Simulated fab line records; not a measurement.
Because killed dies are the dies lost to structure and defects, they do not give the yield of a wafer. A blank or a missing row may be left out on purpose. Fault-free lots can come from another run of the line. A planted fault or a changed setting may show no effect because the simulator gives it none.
What tool caused it? + flow sfqLine + 15 lots, 45 wafers sampled, at 1 step of a route of 325

== WHAT EACH GAUGE READ, for each wafer ==
The record lacks any reading of a measuring or inspecting step that a usual standard deviation could be used to judge.

== WHICH TOOL RAN EACH LOT (tool, then ch and the chambers of the sampled wafers, then the start) ==
| lot  | SFQ_TRILAYER_I0_VIA_LITHO_EXPOSE_032 |
|------|--------------------------------------|
| L292 | krfScanner-01 ch 0, day 9 06:12      |
| L293 | krfScanner-01 ch 0, day 9 13:24      |
| L295 | krfScanner-01 ch 0, day 10 09:48     |
| L296 | krfScanner-01 ch 0, day 10 12:24     |
| L299 | krfScanner-01 ch 0, day 11 08:54     |
| L300 | krfScanner-01 ch 0, day 11 14:42     |
| L301 | krfScanner-01 ch 0, day 11 19:42     |
| L302 | krfScanner-01 ch 0, day 12 00:18     |
| L303 | krfScanner-01 ch 0, day 12 08:54     |
| L308 | krfScanner-01, day 13 13:01          |
| L309 | krfScanner-01, day 13 18:25          |
| L310 | krfScanner-01, day 13 23:49          |
| L313 | krfScanner-01 ch 0, day 14 19:01     |
| L314 | krfScanner-01 ch 0, day 14 21:13     |
| L315 | krfScanner-01 ch 0, day 15 05:37     |
- SFQ_TRILAYER_I0_VIA_LITHO_EXPOSE_032: exposes mask I0, target cd 500 nm.

== WHAT THE TOOLS THEMSELVES READ (means of the sampled wafers that have a number; where no wafer has one, the mark that the record gives instead) ==
SFQ_TRILAYER_I0_VIA_LITHO_EXPOSE_032. Usual: exposureDoseMJCm2 21.297, standard deviation 0.02; focusOffsetNm -0.1 nm, standard deviation 0.49.
| lot  | tool          | exposureDoseMJCm2 | focusOffsetNm (nm) | flag |
|------|---------------|-------------------|--------------------|------|
| L292 | krfScanner-01 | 21.301            | 0.2                |      |
| L293 | krfScanner-01 | 21.292            | -0.0               |      |
| L295 | krfScanner-01 | 21.311            | 0.1                |      |
| L296 | krfScanner-01 | 21.270            | -0.2               |      |
| L299 | krfScanner-01 | 21.291            | 0.2                |      |
| L300 | krfScanner-01 | 21.300            | 0.6                |      |
| L301 | krfScanner-01 | 21.301            | -0.6               |      |
| L302 | krfScanner-01 | 21.312            | 0.1                |      |
| L303 | krfScanner-01 | 21.317            | -0.1               |      |
| L308 | krfScanner-01 | -                 | -                  | OFF  |
| L309 | krfScanner-01 | -                 | -                  | OFF  |
| L310 | krfScanner-01 | -                 | -                  | OFF  |
| L313 | krfScanner-01 | 21.290            | -0.6               |      |
| L314 | krfScanner-01 | 21.272            | -0.8               |      |
| L315 | krfScanner-01 | 21.308            | 0.0                |      |

== THE ANSWER, worked out from the rows above alone ==
Rule: lot off if the mean of its wafers having a number is beyond 3 standard deviations from the usual mean. Also off: a lot with no number at a reading for which 4 or more lots have one. The other lots that the step has rows for count as sound. The gauges are gone through in route order, then the tools' own readings, and for those a lot's mean is taken as printed above. The first step at which some lot is off is used, and at that step the reading that is off furthest; a lot without a number counts as furthest.
Off at SFQ_TRILAYER_I0_VIA_LITHO_EXPOSE_032 (exposureDoseMJCm2): L308, L309, L310. Without a number there: L308, L309, L310.
If a tool, at that step or one of the process steps before it, ran each lot that is off and ran no sound lot following the first of them, it fits. Not one of the candidates tried fits.

== WHAT THE SIMULATOR HAD INSERTED ==
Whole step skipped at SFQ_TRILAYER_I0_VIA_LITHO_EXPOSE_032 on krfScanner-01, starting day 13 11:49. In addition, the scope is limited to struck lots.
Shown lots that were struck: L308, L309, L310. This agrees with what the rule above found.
